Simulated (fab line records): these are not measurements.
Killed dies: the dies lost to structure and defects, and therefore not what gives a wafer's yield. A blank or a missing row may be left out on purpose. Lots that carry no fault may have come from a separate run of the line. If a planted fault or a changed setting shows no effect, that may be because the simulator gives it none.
Commonality check across tools    flow gf180mcu    14 lots and 47 wafers in the sample

## REASON IT WAS OPENED
Of 14 lots, 2 have the reading VT_IMPLANT_4_TW flagged at GF_VT_IMPLANT_TW_MEAS_43. Fault-free wafers read 691, with a standard deviation of 5.4.
Rule: a lot is flagged in two cases, either no wafer of it has a number, or all its wafers with numbers fall more than 4 standard deviations from that mean. The rest of the lots are taken to be sound.

lot   measured      on             VT_IMPLANT_4_TW, wafer by wafer  flag
L329  day 7 13:57   film-metro-03  691 691 688                      
L330  day 7 23:08   film-metro-02  701 701 701                      
L331  day 8 11:08   film-metro-01  694 693 695                      
L333  day 8 18:55   film-metro-01  695 692 693                      
L334  day 8 23:25   film-metro-01  696 693 693                      
L335  day 9 12:30   film-metro-03  690 689 689                      
L336  day 9 17:44   film-metro-03  685 687 687                      
L338  day 10 07:29  film-metro-03  687 688 689                      
L339  day 10 13:41  film-metro-03  689 690 687                      
L341  day 11 03:40  film-metro-03  683 683 685                      
L342  day 11 09:32  film-metro-02  698 703                          
L346  day 12 10:46  film-metro-01  620 624 623 622 623 623          FLAGGED
L347  day 12 18:29  film-metro-02  629 635 632 633 631 630          FLAGGED
L351  day 14 03:58  film-metro-03  684 687 688                      
On average the flagged lots' numbers are 627, which is -64 against the usual, or -12 standard deviations.

## WHICH TOOL RAN EACH LOT
The record holds 1 process step before the reading, out of a route of 602 steps. Cell contents, in order: the tool; ch with the chambers the sampled wafers went through; the start.
lot   flag     GF_VT_IMPLANT_IMPLANT_41
L329           implanter-02 ch 0, day 7 13:44
L330           implanter-01 ch 0, day 7 22:53
L331           implanter-02 ch 0, day 8 10:53
L333           implanter-03 ch 0, day 8 18:41
L334           implanter-01 ch 0, day 8 23:13
L335           implanter-03 ch 0, day 9 12:16
L336           implanter-03 ch 0, day 9 17:29
L338           implanter-02 ch 0, day 10 07:14
L339           implanter-01 ch 0, day 10 13:26
L341           implanter-02 ch 0, day 11 03:25
L342           implanter-01 ch 0, day 11 09:19
L346  FLAGGED  implanter-02 ch 0, day 12 10:31
L347  FLAGGED  implanter-02 ch 0, day 12 18:14
L351           implanter-01 ch 0, day 14 03:41
What is done by these steps:
- GF_VT_IMPLANT_IMPLANT_41
- GF_VT_IMPLANT_TW_MEAS_43

## FLAGGED OVER TOTAL, TOOL BY TOOL (the gauges that took the reading come last)
step                      tool           lots run  flagged  share of the flagged lots  sound lots run after its first flagged lot
GF_VT_IMPLANT_IMPLANT_41  implanter-01   5         0        none                       -
GF_VT_IMPLANT_IMPLANT_41  implanter-02   6         2        all                        0
GF_VT_IMPLANT_IMPLANT_41  implanter-03   3         0        none                       -
GF_VT_IMPLANT_TW_MEAS_43  film-metro-01  4         1        some                       0
GF_VT_IMPLANT_TW_MEAS_43  film-metro-02  3         1        some                       0
GF_VT_IMPLANT_TW_MEAS_43  film-metro-03  7         0        none                       -

## WHAT IS ALLOWED BY THE TABLE
All flagged lots share 1 row of the table, namely implanter-02 at GF_VT_IMPLANT_IMPLANT_41.
- implanter-02 at GF_VT_IMPLANT_IMPLANT_41: 2 of its 6 lots flagged. Last sound lot L341 at day 11 03:25, first flagged lot L346 at day 12 10:31; a fault beginning in between fits.
Just one tool remains: implanter-02 at GF_VT_IMPLANT_IMPLANT_41.

## WHAT WAS PUT IN BY THE SIMULATOR
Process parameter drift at GF_VT_IMPLANT_IMPLANT_41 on implanter-02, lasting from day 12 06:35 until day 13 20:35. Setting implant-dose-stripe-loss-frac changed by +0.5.
Lots struck among those shown: L346, L347. The rule given above showed the same thing.
